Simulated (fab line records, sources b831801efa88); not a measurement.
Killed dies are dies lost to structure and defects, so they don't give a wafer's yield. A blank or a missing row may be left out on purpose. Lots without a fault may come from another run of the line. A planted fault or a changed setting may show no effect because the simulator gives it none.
One fault seen from 2 desks | flow gf180mcu | each desk has only its own numbers; what lay behind them comes last

THE METROLOGY DESK
What the gauges read, lot by lot, whatever tool the lot ran on: means of the sampled wafers that have a number. A lot is out of limits, marked OUT, if its mean lies more than 4 standard deviations from the usual mean; the brackets give that distance.
Columns: A = DNWELL_TW at GF_DNWELL_TW_MEAS_09, usual 1346; B = NWELL_TW at GF_NWELL_TW_MEAS_11, usual 1562; C = MVSD_OVL at GF_MVSD_OVL_MEAS_07, usual 1.6 nm; D = HV_LDD_4_TW at GF_HV_LDD_TW_MEAS_50, usual 561
lot  | first seen here | A    | B    | C   | D
L175 | day 2 18:58     | 1326 | 1585 | 0.1 | 559
L176 | day 2 22:37     | 1356 | 1543 | 1.2 | 559
L177 | day 3 05:24     | 1351 | 1576 | 2.2 | 557
L178 | day 3 12:51     | 1315 | 1590 | 0.9 | 574
L179 | day 3 15:27     | 1364 | 1559 | 1.3 | 572
L180 | day 3 20:18     | 1322 | 1537 | 1.6 | 559
L181 | day 4 03:06     | 1345 | 1565 | 1.7 | 556
L182 | day 4 06:50     | 1345 | 1536 | 2.9 | 558
L183 | day 4 13:02     | 1328 | 1567 | 1.3 | 556
L190 | day 6 05:15     | 1356 | 1538 | 0.4 | 526 (-5.0) OUT
L191 | day 6 11:17     | 1360 | 1578 | 1.3 | 528 (-4.7) OUT
L195 | day 7 07:20     | 1345 | 1536 | 1.5 | 553
L196 | day 7 12:46     | 1352 | 1535 | 0.8 | 567
L197 | day 7 15:57     | 1318 | 1566 | 2.2 | 566
This desk's finding: out of limits on L190, L191; first on L190, day 17 15:34 (HV_LDD_4_TW at GF_HV_LDD_TW_MEAS_50). In limits: L175, L176, L177, L178, L179, L180, L181, L182, L183, L195, L196, L197.

THE TOOL OWNER'S DESK: implanter-01
The tool's own readings at GF_HV_LDD_IMPLANT_48: means of the sampled wafers that have a number, for each lot that ran on this tool. A lot is out of limits, marked OUT, if its mean lies more than 4 standard deviations from the usual mean; the brackets give that distance.
Columns: A = beam_energy_keV at GF_HV_LDD_IMPLANT_48, usual 25.001
lot  | first seen here | A
L179 | day 13 13:42    | 25.005
L183 | day 14 20:30    | 25.001
L190 | day 17 15:21    | 19.558 (-99 or more) OUT
L191 | day 18 03:35    | 19.569 (-99 or more) OUT
This desk's finding: out of limits on L190, L191; first on L190, day 17 15:21 (beam_energy_keV at GF_HV_LDD_IMPLANT_48). In limits: L179, L183.

PUT TOGETHER
The tool owner's desk could have raised an alarm at day 17 15:21, on L190, L191.
The metrology desk could have raised an alarm at day 17 15:34, on L190, L191.
Of the lots named, all ran GF_HV_LDD_IMPLANT_48 on implanter-01.

WHAT THE SIMULATOR HAD PUT IN
Process parameter drift: implanter-01, from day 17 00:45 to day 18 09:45, at GF_HV_LDD_IMPLANT_48. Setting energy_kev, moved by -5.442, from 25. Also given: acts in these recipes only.
Lots struck among those shown: L190, L191.
Hours from the fault's start to each desk's first reading out of limits: the tool owner's desk, 15; the metrology desk, 15.
